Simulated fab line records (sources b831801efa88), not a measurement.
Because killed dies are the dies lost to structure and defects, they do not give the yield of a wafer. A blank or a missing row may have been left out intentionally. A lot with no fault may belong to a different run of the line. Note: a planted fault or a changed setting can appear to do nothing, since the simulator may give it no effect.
fab line records	flow sky130
record: lots: 6	wafers: 18	last_day: 50
route steps=708 shown VT_ADJUST_LVTN@104 VT_ADJUST_NCORE@119 PAD_OPEN@708
lots that met no fault: taken from a fault-free run of the same line
start_h: the number of hours between the record's first day and the start of the first shown wafer of the lot	wait_h: how many hours have passed since the lot's step before this one	" identical to the entry in the row above	L1.1+2: one row covering several wafers at once	- either no value or no given start	* or withheld: withheld	< > ~ a bound
route shown NAME@n: names a module that has steps shown in the file, with the first one's number in the route	usual: mean/standard deviation taken from wafers without a fault	same: alike in all rows	chamber/n: place in a boat	sites: readings site by site	_std_site: the standard deviation of these	_edge_site: outer sites' mean less inner sites'	radius_mm: how far each site lies from the wafer's centre	mask NAME#n: copy n	behind: the most recent tool/chamber to have shaped the wafer	hold: cause of the lot's hold/its duration in hours/its outcome	device: names the non-switching transistor (n, p or np)	end of line: the route-end tests of the same wafers	a step given without rows: its recipe and nothing more	killed: dies that structure and defects cost at the first sort, which is not the same as the wafer's yield	map: per-die view of a wafer (x killed, . not killed, _ where there is no die)
set.NAME: the run value of the setting; set.NAME@STEP: its run value at that earlier step	model.NAME: the simulator's own value behind a step, which no gauge read
lots seen at some steps along the route; tables by step, rows by wafer
services: when a tool's chamber went out of use (start_h, in hours from the record's first day, below 0 if earlier), for how many hours, and the reason
== steps ==
step: SKY_VT_ADJUST_LVTN_OVL_MEAS_07
usual: VT_ADJUST_LVTN_OVL: -0.3/1.6
lot.wafer	tool	chamber	start_h	wait_h	VT_ADJUST_LVTN_OVL[nm]
L869.3	overlay-01	-	166.78	-	-2.8
L869.4	"	-	"	"	-3.1
L869.6	"	-	"	"	-1.0
L877.1	overlay-02	-	221.25	-	0.5
L877.2	"	-	"	"	0.8
L877.5	"	-	"	"	-0.8
L879.3	overlay-01	-	238.47	-	0.7
L879.4	"	-	"	"	-0.9
L879.6	"	-	"	"	-0.8
L883.1	overlay-02	-	261.70	-	0.2
L883.3	"	-	"	"	-0.5
L883.4	"	-	"	"	-0.3
L887.1	overlay-02	-	296.75	-	-1.5
L887.2	"	-	"	"	-1.2
L887.6	"	-	"	"	-0.7
L888.1	overlay-01	-	299.17	-	-3.3
L888.5	"	-	"	"	-0.7
L888.6	"	-	"	"	-1.4
step: SKY_VT_ADJUST_LVTN_IMPLANT_08
recipe: species: B	energy_kev: 30	dose_cm2: 1.57e+12	tilt_deg: withheld
step: SKY_VT_ADJUST_LVTN_STRIP_09
recipe: chemistry: O2/N2	power_w: 1400	pressure_mtorr: 1500	platen_temp_c: withheld	o2_flow_sccm: 3000	n2_flow_sccm: 300	overash_fraction: 0.5
usual: drypump_motor_current_A: 5.57/0.22	oes_product_au: 0.723/0.0044	strip_time_to_endpoint_s: 36.89/0.096
lot.wafer	tool	chamber	start_h	wait_h	drypump_motor_current_A	oes_product_au	rf_hours_counter_h	strip_time_to_endpoint_s
L869.3	plasma_asher-02	0	166.99	0.1	5.61	0.723	-	37.00
L869.4	"	1	"	"	5.53	0.716	-	37.05
L869.6	"	1	"	"	5.51	0.711	-	36.91
L877.1	plasma_asher-02	1	221.44	0.1	5.51	0.718	10	36.82
L877.2	"	0	"	"	5.62	0.719	10	36.90
L877.5	"	0	"	"	5.62	0.728	-	36.70
L879.3	plasma_asher-02	1	238.68	0.1	5.48	0.724	-	36.96
L879.4	"	0	"	"	5.63	0.728	-	36.88
L879.6	"	1	"	"	5.50	0.719	-	36.85
L883.1	plasma_asher-01	1	261.89	0.1	5.80	0.721	58	36.83
L883.3	"	0	"	"	5.60	0.716	-	36.90
L883.4	"	1	"	"	5.83	0.724	-	36.88
L887.1	plasma_asher-03	0	296.94	0.1	5.15	0.721	57	36.94
L887.2	"	1	"	"	5.70	0.728	57	36.93
L887.6	"	1	"	"	5.70	0.714	-	36.90
L888.1	plasma_asher-03	0	299.36	0.1	5.14	0.720	57	36.96
L888.5	"	1	"	"	5.69	0.723	-	37.00
L888.6	"	0	"	"	5.15	0.718	-	36.98
step: SKY_VT_ADJUST_LVTN_TW_MEAS_10
usual: VT_ADJUST_LVTN_TW: 242.2/1.7
lot.wafer	tool	chamber	start_h	wait_h	VT_ADJUST_LVTN_TW
L869.3	film_metro-04	-	167.08	0.1	241.9
L869.4	"	-	"	"	240.4
L869.6	"	-	"	"	242.6
L877.1	film_metro-04	-	221.54	0.1	243.1
L877.2	"	-	"	"	242.8
L877.5	"	-	"	"	242.1
L879.3	film_metro-02	-	238.77	0.1	241.5
L879.4	"	-	"	"	240.1
L879.6	"	-	"	"	240.6
L883.1	film_metro-02	-	261.99	0.1	240.9
L883.3	"	-	"	"	241.1
L883.4	"	-	"	"	240.3
L887.1	film_metro-02	-	297.04	0.1	241.2
L887.2	"	-	"	"	240.8
L887.6	"	-	"	"	240.4
L888.1	film_metro-04	-	299.46	0.1	243.4
L888.5	"	-	"	"	240.5
L888.6	"	-	"	"	242.3
step: SKY_VT_ADJUST_LVTN_DEHYDRATE_11
recipe: temp_c: 200	time_s: 60
step: SKY_VT_ADJUST_LVTN_HMDS_12
recipe: prime_time_s: 60	prime_temp_c: 120
step: SKY_VT_ADJUST_LVTN_COAT_13
recipe: resist: NOVOLAK	spin_rpm: 3000	resist_thk_nm: 1140
step: SKY_VT_ADJUST_LVTN_SOFTBAKE_14
recipe: temp_c: 90	time_s: 60	resist: NOVOLAK
step: SKY_VT_ADJUST_LVTN_EXPOSE_15
recipe: mask_id: HVN_STD_DERIVED	na: 0.6	source_shape: conventional	sigma_outer: 0.6	polarization: unpolarized	target_cd_nm: 600	dose_mj: 163
step: SKY_VT_ADJUST_LVTN_PEB_16
recipe: temp_c: withheld	time_s: *	resist: NOVOLAK
step: SKY_VT_ADJUST_LVTN_DEVELOP_17
recipe: resist: NOVOLAK	developer: TMAH	develop_time_s: 60	dev_temp_c: 23
step: SKY_VT_ADJUST_LVTN_OVL_MEAS_18
usual: VT_ADJUST_LVTN_01_OVL: 0.7/1.6
lot.wafer	tool	chamber	start_h	wait_h	VT_ADJUST_LVTN_01_OVL[nm]
L869.3	overlay-02	-	187.42	0.1	2.1
L869.4	"	-	"	"	3.8
L869.6	"	-	"	"	2.1
L877.1	overlay-02	-	244.05	0.1	2.8
L877.2	"	-	"	"	0.7
L877.5	"	-	"	"	-0.2
L879.3	overlay-02	-	261.36	0.1	-0.4
L879.4	"	-	"	"	-0.7
L879.6	"	-	"	"	2.1
L883.1	overlay-01	-	286.87	0.1	1.2
L883.3	"	-	"	"	1.3
L883.4	"	-	"	"	0.6
L887.1	overlay-01	-	322.40	0.1	1.5
L887.2	"	-	"	"	0.6
L887.6	"	-	"	"	-0.2
L888.1	overlay-01	-	324.35	0.1	-1.3
L888.5	"	-	"	"	0.3
L888.6	"	-	"	"	-1.2
step: SKY_VT_ADJUST_LVTN_IMPLANT_19
recipe: species: B	energy_kev: 30	dose_cm2: 6.5e+11	tilt_deg: withheld
usual: dose_ions_cm2: 6.501e+11/8e+08	faraday_current_uA: 3.66/0.074
lot.wafer	tool	chamber	start_h	wait_h	dose_ions_cm2	faraday_current_uA
L869.3	implanter-01	0	187.50	0.1	6.496e+11	3.67
L869.4	"	0	"	"	6.505e+11	3.65
L869.6	"	0	"	"	6.502e+11	3.56
L877.1	implanter-03	0	244.09	0.0	2.306e+11	1.31
L877.2	"	0	"	"	2.303e+11	1.30
L877.5	"	0	"	"	2.318e+11	1.32
L879.3	implanter-03	0	261.44	0.1	2.314e+11	1.25
L879.4	"	0	"	"	2.318e+11	1.36
L879.6	"	0	"	"	2.318e+11	1.30
L883.1	implanter-01	0	286.91	0.0	6.505e+11	3.66
L883.3	"	0	"	"	6.501e+11	3.64
L883.4	"	0	"	"	6.501e+11	3.69
L887.1	implanter-04	0	322.44	0.0	6.502e+11	3.56
L887.2	"	0	"	"	6.515e+11	3.57
L887.6	"	0	"	"	6.497e+11	3.66
L888.1	implanter-03	0	324.39	0.0	6.504e+11	3.57
L888.5	"	0	"	"	6.503e+11	3.70
L888.6	"	0	"	"	6.503e+11	3.72
step: SKY_VT_ADJUST_LVTN_STRIP_20
recipe: chemistry: O2/N2	power_w: 1400	pressure_mtorr: 1500	platen_temp_c: withheld	o2_flow_sccm: 3000	n2_flow_sccm: 300	overash_fraction: 0.5
usual: drypump_motor_current_A: 5.54/0.25	oes_product_au: 0.716/0.0051	strip_time_to_endpoint_s: 14.17/0.037
lot.wafer	tool	chamber	start_h	wait_h	drypump_motor_current_A	oes_product_au	rf_hours_counter_h	strip_time_to_endpoint_s
L869.3	plasma_asher-01	1	187.63	0.1	5.83	0.709	-	14.19
L869.4	"	0	"	"	5.60	0.714	-	14.15
L869.6	"	0	"	"	5.61	0.716	-	14.15
L877.1	plasma_asher-01	1	244.24	0.1	5.88	0.723	56	14.15
L877.2	"	0	"	"	5.63	0.713	56	14.17
L877.5	"	1	"	"	5.84	0.719	-	14.20
L879.3	plasma_asher-03	0	261.57	0.1	5.14	0.727	-	14.21
L879.4	"	1	"	"	5.71	0.711	-	14.16
L879.6	"	1	"	"	5.69	0.718	-	14.16
L883.1	plasma_asher-01	1	287.06	0.1	5.80	0.709	60	14.12
L883.3	"	0	"	"	5.61	0.712	-	14.16
L883.4	"	1	"	"	5.83	0.726	-	14.16
L887.1	plasma_asher-03	1	322.59	0.1	5.69	0.712	60	14.19
L887.2	"	0	"	"	5.14	0.715	60	14.20
L887.6	"	0	"	"	5.15	0.723	-	14.18
L888.1	plasma_asher-03	1	324.54	0.1	5.71	0.712	60	14.13
L888.5	"	1	"	"	5.71	0.715	-	14.14
L888.6	"	0	"	"	5.12	0.715	-	14.16
step: SKY_VT_ADJUST_LVTN_TW_MEAS_21
usual: VT_ADJUST_LVTN_2_TW: 189.2/1.4
lot.wafer	tool	chamber	start_h	wait_h	VT_ADJUST_LVTN_2_TW
L869.3	film_metro-02	-	187.72	0.1	189.1
L869.4	"	-	"	"	189.1
L869.6	"	-	"	"	188.8
L877.1	film_metro-02	-	244.34	0.1	141.9
L877.2	"	-	"	"	141.9
L877.5	"	-	"	"	141.5
L879.3	film_metro-01	-	261.66	0.1	143.6
L879.4	"	-	"	"	142.7
L879.6	"	-	"	"	143.2
L883.1	film_metro-02	-	287.16	0.1	188.7
L883.3	"	-	"	"	188.7
L883.4	"	-	"	"	189.5
L887.1	film_metro-02	-	322.69	0.1	187.9
L887.2	"	-	"	"	188.5
L887.6	"	-	"	"	187.4
L888.1	film_metro-02	-	324.64	0.1	188.6
L888.5	"	-	"	"	187.8
L888.6	"	-	"	"	187.9
step: SKY_VT_ADJUST_NCORE_DEHYDRATE_00
recipe: temp_c: 200	time_s: 60
step: SKY_PAD_OPEN_PROBE_99
usual: killed_at_M0_to_M3: 43/7	killed_at_M4_up: 3.3/1.8	killed_at_contacts: 24/6.2	killed_at_front_end: 16/4.7	killed_at_other: 0.4/0.58	killed_dies: 87/10	killed_open: 47/6.4	killed_short: 39/7
same: gross_dies: 492	killed_at_back_side: 0
lot.wafer	tool	chamber	start_h	wait_h	killed_at_M0_to_M3	killed_at_M4_up	killed_at_contacts	killed_at_front_end	killed_at_other	killed_dies	killed_open	killed_short	model.etest.nfet_16v.r_on_ohm_um	model.etest.res_pwell_under_gate.rs_ohm_sq	model.etest.nfet_g5v0d10v5.r_on_ohm_um	model.etest.tip_n_5v.rs_ohm_sq	model.etest.nfet_g5v0d10v5.drive_ua_um	model.etest.nfet_16v.drive_ua_um	model.etest.nfet_g5v0d10v5.body_rise_v	model.etest.nfet_16v.body_rise_v
L869.3	prober-01	-	1100.03	0.2	39	4	21	30	0	94	49	45	1.39e+04	2310	1840	1368	619.2	229.6	0.6604	0.6542
L869.4	prober-01	-	1100.08	0.2	44	5	18	32	0	99	55	41	1.372e+04	2327	1824	1347	630.1	232.7	0.6536	0.6472
L869.6	prober-01	-	1100.18	0.2	43	6	22	24	0	95	44	51	1.384e+04	2316	1848	1357	620.8	230.1	0.6594	0.6513
L877.1	prober-02	-	1154.68	0.1	46	3	14	17	1	81	41	40	1.39e+04	2413	1866	1367	615.7	226.1	0.6349	0.6271
L877.2	prober-02	-	1154.73	0.1	44	5	18	14	0	81	44	37	1.389e+04	2397	1868	1368	613.5	223.8	0.6374	0.6303
L877.5	prober-02	-	1154.88	0.2	47	4	18	22	0	91	51	40	1.403e+04	2388	1863	1366	610.4	224.6	0.6362	0.6296
L879.3	prober-01	-	1165.76	0.2	35	6	26	11	0	78	46	31	1.391e+04	2382	1819	1372	634.7	233.5	0.6085	0.6014
L879.4	prober-01	-	1165.81	0.2	32	3	27	29	0	91	46	41	1.381e+04	2378	1829	1380	637.4	233.3	0.6109	0.6026
L879.6	prober-01	-	1165.91	0.2	24	4	38	19	1	86	46	39	1.38e+04	2376	1811	1376	637.3	237.4	0.6076	0.5983
L883.1	prober-02	-	1179.65	0.1	51	2	28	16	2	99	57	42	1.409e+04	2282	1868	1362	600.9	219.3	0.6835	0.6757
L883.3	prober-02	-	1179.75	0.2	39	7	29	14	2	91	44	45	1.408e+04	2278	1854	1373	606.8	224.1	0.6793	0.672
L883.4	prober-02	-	1179.80	0.2	48	3	34	12	2	99	49	48	1.406e+04	2300	1873	1362	598.5	219.2	0.6875	0.6776
L887.1	prober-02	-	1201.74	0.1	45	4	20	13	0	82	47	35	1.404e+04	2280	1879	1383	599	221.7	0.6795	0.6734
L887.2	prober-02	-	1201.79	0.1	50	2	27	18	0	97	54	43	1.408e+04	2279	1893	1373	600.1	221.7	0.6731	0.6654
L887.6	prober-02	-	1201.99	0.2	50	1	22	15	0	88	52	36	1.398e+04	2301	1887	1382	596.7	220.3	0.6752	0.6717
L888.1	prober-02	-	1203.24	0.1	43	3	21	21	0	88	36	52	1.413e+04	2321	1916	1407	596.2	219.2	0.6876	0.6801
L888.5	prober-02	-	1203.44	0.2	50	5	26	19	0	100	58	42	1.409e+04	2305	1933	1408	584	217.8	0.6921	0.6842
L888.6	prober-02	-	1203.49	0.2	45	5	24	17	0	91	59	32	1.4e+04	2321	1891	1409	597.9	222.1	0.6814	0.6749
killed by level:class
L869.3 FIELD_ISO:geometric_particle:open=13 VIA1:geometric_particle:open=8 VIA1:geometric_particle:short=7 CONTACT:geometric_particle:open=6 FIELD_ISO:geometric_particle:short=5 POLY_GATE:geometric_particle:short=5 POLY_GATE:geometric_particle:open=5 CONTACT:geometric_particle:short=5
L869.4 FIELD_ISO:geometric_particle:open=10 LI_CONTACT:geometric_particle:open=8 METAL2:geometric_particle:short=8 VIA3:geometric_particle:open=7 POLY_GATE:geometric_particle:open=6 CONTACT:geometric_particle:open=6 METAL1:geometric_particle:open=6 POLY_GATE:geometric_particle:short=5
L869.6 VIA1:geometric_particle:open=11 FIELD_ISO:geometric_particle:short=9 LOCAL_INTERCONNECT:geometric_particle:short=8 VIA1:geometric_particle:short=6 METAL2:geometric_particle:short=6 LI_CONTACT:geometric_particle:open=5 POLY_GATE:geometric_particle:short=5 CONTACT:geometric_particle:open=5
L877.1 VIA1:geometric_particle:open=10 METAL1:geometric_particle:short=9 POLY_GATE:geometric_particle:open=7 METAL2:geometric_particle:short=7 VIA1:geometric_particle:short=7 LI_CONTACT:geometric_particle:open=5 VIA2:geometric_particle:open=5 FIELD_ISO:geometric_particle:open=4
L877.2 VIA1:geometric_particle:open=10 VIA2:geometric_particle:open=9 LI_CONTACT:geometric_particle:open=8 VIA1:geometric_particle:short=7 POLY_GATE:geometric_particle:short=5 LOCAL_INTERCONNECT:geometric_particle:short=5 VIA3:geometric_particle:open=5 METAL1:geometric_particle:short=4
L877.5 VIA1:geometric_particle:open=11 POLY_GATE:geometric_particle:open=7 POLY_GATE:geometric_particle:short=7 LI_CONTACT:geometric_particle:open=7 METAL2:geometric_particle:short=6 CONTACT:geometric_particle:open=5 VIA1:geometric_particle:short=5 VIA2:geometric_particle:open=5
L879.3 CONTACT:geometric_particle:open=10 VIA1:geometric_particle:open=8 LI_CONTACT:geometric_particle:open=6 CONTACT:geometric_particle:short=6 VIA3:geometric_particle:open=6 FIELD_ISO:geometric_particle:open=4 VIA2:geometric_particle:short=4 VIA2:geometric_particle:open=4
L879.4 CONTACT:geometric_particle:open=11 FIELD_ISO:geometric_particle:short=7 FIELD_ISO:geometric_particle:open=7 POLY_GATE:geometric_particle:short=7 VIA1:geometric_particle:open=7 LI_CONTACT:geometric_particle:open=6 VIA1:geometric_particle:short=6 VIA2:geometric_particle:open=6
L879.6 CONTACT:geometric_particle:open=11 LI_CONTACT:geometric_particle:open=10 CONTACT:geometric_particle:short=9 VIA3:geometric_particle:open=7 VIA1:geometric_particle:open=7 FIELD_ISO:geometric_particle:short=5 LOCAL_INTERCONNECT:geometric_particle:short=4 FIELD_ISO:geometric_particle:open=4
L883.1 VIA1:geometric_particle:open=11 VIA3:geometric_particle:open=11 LI_CONTACT:geometric_particle:open=9 CONTACT:geometric_particle:open=9 VIA2:geometric_particle:open=8 POLY_GATE:geometric_particle:short=6 METAL1:geometric_particle:short=6 CONTACT:geometric_particle:short=5
L883.3 METAL2:geometric_particle:short=10 CONTACT:geometric_particle:open=9 LI_CONTACT:geometric_particle:open=8 CONTACT:geometric_particle:short=6 VIA1:geometric_particle:open=6 VIA3:geometric_particle:open=5 VIA3:geometric_particle:short=4 METAL4:geometric_particle:short=4
L883.4 LI_CONTACT:geometric_particle:open=14 VIA1:geometric_particle:open=10 VIA1:geometric_particle:short=10 METAL1:geometric_particle:short=8 CONTACT:geometric_particle:open=7 LOCAL_INTERCONNECT:geometric_particle:short=5 POLY_GATE:geometric_particle:short=4 VIA2:geometric_particle:open=4
L887.1 VIA3:geometric_particle:open=9 VIA1:geometric_particle:short=8 VIA1:geometric_particle:open=8 CONTACT:geometric_particle:open=7 FIELD_ISO:geometric_particle:open=5 LOCAL_INTERCONNECT:geometric_particle:short=5 VIA2:geometric_particle:open=5 LI_CONTACT:geometric_particle:open=4
L887.2 VIA1:geometric_particle:open=15 LI_CONTACT:geometric_particle:open=9 CONTACT:geometric_particle:open=7 METAL2:geometric_particle:short=6 LOCAL_INTERCONNECT:geometric_particle:short=6 VIA1:geometric_particle:short=6 VIA3:geometric_particle:open=6 VIA2:geometric_particle:open=5
L887.6 VIA1:geometric_particle:open=11 LI_CONTACT:geometric_particle:open=8 CONTACT:geometric_particle:open=8 VIA2:geometric_particle:open=7 VIA1:geometric_particle:short=6 METAL2:geometric_particle:short=6 VIA3:geometric_particle:open=6 METAL1:geometric_particle:short=4
L888.1 VIA1:geometric_particle:open=7 VIA2:geometric_particle:short=7 LOCAL_INTERCONNECT:geometric_particle:short=5 CONTACT:geometric_particle:open=5 CONTACT:geometric_particle:short=5 METAL2:geometric_particle:short=5 VIA3:geometric_particle:open=5 FIELD_ISO:geometric_particle:short=4
L888.5 CONTACT:geometric_particle:open=13 VIA1:geometric_particle:open=10 VIA3:geometric_particle:open=10 METAL2:geometric_particle:short=9 FIELD_ISO:geometric_particle:open=5 CONTACT:geometric_particle:short=5 VIA2:geometric_particle:open=5 LOCAL_INTERCONNECT:geometric_particle:short=4
L888.6 VIA1:geometric_particle:open=12 CONTACT:geometric_particle:open=10 LI_CONTACT:geometric_particle:open=8 VIA3:geometric_particle:open=8 METAL2:geometric_particle:short=5 FIELD_ISO:geometric_particle:open=4 POLY_GATE:geometric_particle:open=4 SPACER:geometric_particle:open=4
== services ==
tool	chamber	start_h	hours	kind
implanter-03	-	146.15	13.5	pm
implanter-04	-	150.27	2.7	repair
implanter-01	-	158.88	19.7	repair
implanter-03	-	164.07	5.3	pm
implanter-04	-	171.81	6.0	pm
implanter-01	-	178.56	5.0	pm
implanter-03	-	182.59	3.0	repair
implanter-04	-	198.64	3.1	repair
plasma_asher-02	-	206.19	2.4	repair
plasma_asher-01	-	231.80	2.8	pm
implanter-01	-	239.49	9.2	repair
implanter-03	-	257.02	2.4	repair
plasma_asher-02	-	257.34	12.0	repair
plasma_asher-02	-	258.78	7.4	repair
implanter-01	-	281.61	2.8	repair
implanter-01	-	291.94	3.2	repair
plasma_asher-02	-	317.75	1.2	repair
== key ==
first_sign: step: SKY_VT_ADJUST_LVTN_IMPLANT_19	reading: dose_ions_cm2	direction: down	sigmas: 99+	usual: *	struck: *
effect: step: SKY_VT_ADJUST_LVTN_IMPLANT_19	reading: faraday_current_uA	direction: down	sigmas: 32	usual: 3.66	struck: 1.31
effect: step: SKY_VT_ADJUST_LVTN_TW_MEAS_21	reading: VT_ADJUST_LVTN_2_TW	direction: down	sigmas: 34	usual: 189.2	struck: 142.5
model_effect: step: SKY_PAD_OPEN_PROBE_99	value: etest.nfet_16v.r_on_ohm_um	without: 1.412e+04	struck: 1.389e+04
met_at SKY_VT_ADJUST_LVTN_IMPLANT_19
struck_wafers L877.1,L877.2,L877.5,L879.3,L879.4,L879.6
tester_left_out L877,L879
fault: kind: process_parameter_drift	tool: implanter-03	chamber: -	onset_h: 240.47	steps: SKY_VT_ADJUST_LVTN_IMPLANT_19	channel: dose_cm2	offset: *	shape: step	end_h: 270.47	acts_in: *	stated: *
tester_left_out: of these lots the tester's yield and bins aren't shown, on N5 and GAA mostly nor the transistor test; their killed dies are dies lost to structure and defects alone, not to doping, threshold or leakage, so they don't give the yield
